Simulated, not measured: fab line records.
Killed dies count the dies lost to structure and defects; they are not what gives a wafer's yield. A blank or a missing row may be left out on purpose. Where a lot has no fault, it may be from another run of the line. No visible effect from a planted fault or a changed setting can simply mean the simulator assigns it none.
Which of the tools did it? ; flow gf180mcu ; 13 lots, 39 wafers sampled, at 5 steps of a route of 602

WHAT THE GAUGES READ, wafer by wafer
GF_STI_CD_MEAS_12 targets a cd of 220 nm.
lot;measured;on;cd_nm (nm)
L187;day 2 08:36;cd_sem-01;220.5 220.5 220.2
L188;day 2 12:25;cd_sem-01;219.3 220.0 220.9
L189;day 2 18:33;cd_sem-02;219.4 220.8 219.9
L191;day 3 03:29;cd_sem-01;220.5 220.7 221.9
L192;day 3 09:19;cd_sem-01;219.2 220.4 220.3
L193;day 3 14:56;cd_sem-02;220.8 220.2 220.2
L194;day 3 18:17;cd_sem-02;219.6 219.3 218.0
L195;day 3 23:29;cd_sem-01;219.0 219.2 219.6
L197;day 4 10:43;cd_sem-02;188.3 189.3 188.9
L199;day 4 20:50;cd_sem-01;188.4 188.6 188.3
L200;day 5 03:17;cd_sem-01;220.6 219.6 220.1
L201;day 5 08:20;cd_sem-01;196.0 196.4 196.7
L206;day 6 08:32;cd_sem-02;220.1 219.9 218.7

GF_POLY_GATE_CD_MEAS_10 targets a cd of 280 nm.
lot;measured;on;cd_nm (nm)
L187;day 9 17:44;cd_sem-02;278.7 278.6 279.0
L188;day 10 02:34;cd_sem-01;282.5 281.7 281.4
L189;day 10 13:14;cd_sem-01;279.5 279.9 280.1
L191;day 10 19:47;cd_sem-02;279.6 280.0 280.0
L192;day 11 08:37;cd_sem-01;281.6 280.2 281.1
L193;day 11 10:44;cd_sem-01;278.6 279.7 279.4
L194;day 11 18:50;cd_sem-01;280.9 279.1 280.1
L195;day 11 22:05;cd_sem-01;281.0 279.9 280.4
L197;day 12 17:46;cd_sem-02;279.2 279.5 280.3
L199;day 13 08:14;cd_sem-01;280.5 278.9 279.9
L200;day 13 16:41;cd_sem-01;280.4 280.1 279.3
L201;day 13 19:59;cd_sem-02;280.3 279.8 279.8
L206;day 15 06:50;cd_sem-02;279.9 278.8 278.1

GF_NSD_OVL_MEAS_08.
lot;measured;on;NSD_OVL (nm)
L187;day 13 23:45;overlay-01;-2.0 -2.7 -1.2
L188;day 14 09:48;overlay-02;1.2 -0.1 -0.1
L189;day 14 21:16;overlay-02;-1.2 -4.1 -2.3
L191;day 15 05:25;overlay-01;2.3 0.7 1.1
L192;day 16 03:29;overlay-02;-0.2 2.4 -1.6
L193;day 16 03:07;overlay-02;0.1 -0.2 0.0
L194;day 16 09:32;overlay-01;1.0 -0.9 -0.1
L195;day 16 13:34;overlay-02;-2.2 0.8 -1.1
L197;day 17 13:43;overlay-02;1.1 0.3 -0.5
L199;day 18 06:41;overlay-01;-1.6 -1.1 -1.9
L200;day 18 13:56;overlay-02;-1.4 -1.3 -1.6
L201;day 18 19:50;overlay-02;2.2 2.5 0.3
L206;day 20 11:31;overlay-02;-0.3 0.2 1.5

TOOL THAT RAN EACH LOT (tool first, then ch and the chambers of the sampled wafers, then the start)
lot;GF_STI_SOFTBAKE_08;GF_POLY_GATE_ETCH_13
L187;litho_track-03 ch 0, day 2 02:51;rie_si-01 ch 1,2,3, day 9 17:57
L188;litho_track-04 ch 0, day 2 06:01;rie_si-02 ch 2,3, day 10 02:45
L189;litho_track-01 ch 0, day 2 12:00;rie_si-01 ch 0,2,3, day 10 13:27
L191;litho_track-04 ch 0, day 2 21:26;rie_si-02 ch 1,3, day 10 19:59
L192;litho_track-03 ch 0, day 3 02:28;rie_si-02 ch 1,2,3, day 11 08:48
L193;litho_track-04 ch 0, day 3 08:20;rie_si-01 ch 0,1,3, day 11 10:56
L194;litho_track-04 ch 0, day 3 12:08;rie_si-02 ch 1,2,3, day 11 19:03
L195;litho_track-03 ch 0, day 3 16:44;rie_si-01 ch 1,3, day 11 22:18
L197;litho_track-03 ch 0, day 4 03:22;rie_si-01 ch 0,1,2, day 12 17:57
L199;litho_track-03 ch 0, day 4 13:50;rie_si-02 ch 0,1,2, day 13 08:26
L200;litho_track-04 ch 0, day 4 20:11;rie_si-01 ch 0,1,2, day 13 16:53
L201;litho_track-03 ch 0, day 5 01:11;rie_si-02 ch 0,2,3, day 13 20:12
L206;litho_track-01 ch 0, day 6 01:05;rie_si-02 ch 0,1, day 15 07:03
- GF_STI_SOFTBAKE_08: time 61.87 s.
- GF_POLY_GATE_ETCH_13: etches poly-Si in HBr/Cl2, stops on SiO2, target depth 198.5 nm, time 69.6 s.

WHAT THE TOOLS THEMSELVES READ (means of the sampled wafers that have a number; where no wafer has one, the mark that the record gives instead)
GF_STI_SOFTBAKE_08.
lot;tool;heater_power_total_W (W);plate_sensor_t_centre_C (C);plate_sensor_t_edge_C (C)
L187;litho_track-03;92.88;131.01;131.21
L188;litho_track-04;92.84;131.02;131.21
L189;litho_track-01;92.89;131.02;131.21
L191;litho_track-04;92.82;131.02;131.20
L192;litho_track-03;92.84;131.02;131.20
L193;litho_track-04;92.93;131.02;131.20
L194;litho_track-04;92.95;131.02;131.21
L195;litho_track-03;92.92;131.02;131.21
L197;litho_track-03;101.15;139.89;140.12
L199;litho_track-03;101.22;139.88;140.12
L200;litho_track-04;92.95;131.02;131.21
L201;litho_track-03;101.10;139.89;140.12
L206;litho_track-01;92.87;131.02;131.21

GF_POLY_GATE_ETCH_13.
lot;tool;HBr_flow_sccm (sccm);drypump_motor_current_A (A);oes_product_au (a.u.);throttle_valve_pct (%)
L187;rie_si-01;149.6;5.7;0.993;33.683
L188;rie_si-02;149.7;5.7;0.979;33.684
L189;rie_si-01;149.9;6.0;0.988;33.701
L191;rie_si-02;149.8;6.0;0.986;33.682
L192;rie_si-02;150.2;5.9;0.987;33.687
L193;rie_si-01;150.0;5.6;0.995;33.679
L194;rie_si-02;150.2;5.9;0.999;33.689
L195;rie_si-01;150.3;5.5;0.995;33.685
L197;rie_si-01;150.2;5.8;0.988;33.684
L199;rie_si-02;149.8;5.9;0.988;33.680
L200;rie_si-01;150.0;5.8;0.988;33.675
L201;rie_si-02;149.8;5.8;0.988;33.681
L206;rie_si-02;150.2;6.1;0.986;33.679

THE ANSWER, worked out from the rows above alone
Rule: usual is defined by the lots themselves. The widest of any qualifying gaps counts: lots, ordered by their means at a reading, are off when they make up no more than a third of the lots, leave a main group of 4 or more, and stand apart from it by 3 or more times the standard deviation of that group's means. If all means in a main group match to the digits the tables above print for the reading, that group is not used. A lot without any number at a reading at which 4 lots or more have one is off too. Where the step has rows for the other lots, those lots are counted as sound. Order of review: gauges by route order, followed by the tools' own readings, for which a lot's mean as printed above is used. At the first step where some lot is off, the reading lying furthest off is the one used; lots without a number count as furthest.
Off, at GF_STI_CD_MEAS_12 on cd_nm: L197, L199, L201. Mean 220.0 nm and standard deviation 0.57 in the main group.
A tool fits if, at a process step before that reading, it ran every lot that is off, and no sound lot after the first of them. Not tried: the gauges at GF_STI_CD_MEAS_12; whatever is off there is also off at GF_STI_SOFTBAKE_08, on other tools, and gauge error can't account for it. One candidate fits, namely litho_track-03 at GF_STI_SOFTBAKE_08. A fault onset in the window from L195 (day 3 16:44, its last sound lot) to L197 (day 4 03:22, its first lot off) fits.
The tool's own readings at GF_STI_SOFTBAKE_08 bear it out: on the lots that are off they differ by more than 5 times the standard deviation of the sound lots' means. heater_power_total_W reads 101.16 W there against 92.89 W on the sound lots; plate_sensor_t_centre_C reads 139.89 C there against 131.02 C on the sound lots; plate_sensor_t_edge_C reads 140.12 C there against 131.21 C on the sound lots.

WHAT THE SIMULATOR HAD INSERTED
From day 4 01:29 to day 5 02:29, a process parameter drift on litho_track-03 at GF_STI_SOFTBAKE_08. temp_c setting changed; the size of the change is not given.
Struck lots among those shown: L197, L199, L201. The rule given above showed the same thing.
